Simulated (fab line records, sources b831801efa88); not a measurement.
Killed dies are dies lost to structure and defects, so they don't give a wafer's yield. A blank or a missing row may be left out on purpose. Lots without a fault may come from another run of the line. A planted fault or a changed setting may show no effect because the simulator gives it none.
One fault seen from 2 desks | flow sfq_line | each desk has only its own numbers; what lay behind them comes last

THE METROLOGY DESK
What the gauges read, lot by lot, whatever tool the lot ran on: means of the sampled wafers that have a number. A lot is out of limits, marked OUT, if its mean lies more than 4 standard deviations from the usual mean; the brackets give that distance.
Columns: A = I5_OVL at SFQ_I5_OVL_MEAS_936, usual -2 nm; B = C5_OVL at SFQ_C5_OVL_MEAS_937, usual 4 nm
lot  | first seen here | A  | B
L170 | day 67 05:38    | 0  | 1
L175 | day 68 09:22    | 5  | 2
L176 | day 68 15:22    | 0  | 2
L178 | day 68 21:22    | -6 | -6
L179 | day 68 23:46    | 0  | 2
L180 | day 69 03:22    | 7  | 2
This desk's finding: nothing out of limits on any of the 6 lots.

THE TOOL OWNER'S DESK: rie_diel-01
The tool's own readings at SFQ_TRILAYER_C5_BARC_OPEN_VIA_ETCH_210 (etches BARC in O2, target depth 125 nm, time 41.7 s): means of the sampled wafers that have a number, for each lot that ran on this tool. A lot is out of limits, marked OUT, if its mean lies more than 4 standard deviations from the usual mean; the brackets give that distance.
Columns: A = drypump_motor_current_A at SFQ_TRILAYER_C5_BARC_OPEN_VIA_ETCH_210, usual 5.6 A; B = oes_product_au at SFQ_TRILAYER_C5_BARC_OPEN_VIA_ETCH_210, usual 0.685 a.u.
lot  | first seen here | A   | B
L175 | day 72 15:45    | 5.7 | 0.685
L176 | day 72 21:45    | 5.4 | 0.688
L179 | day 73 11:20    | 5.9 | 0.689
This desk's finding: nothing out of limits on any of the 3 lots.

PUT TOGETHER
The metrology desk saw nothing out of limits.
The tool owner's desk saw nothing out of limits.

WHAT THE SIMULATOR HAD PUT IN
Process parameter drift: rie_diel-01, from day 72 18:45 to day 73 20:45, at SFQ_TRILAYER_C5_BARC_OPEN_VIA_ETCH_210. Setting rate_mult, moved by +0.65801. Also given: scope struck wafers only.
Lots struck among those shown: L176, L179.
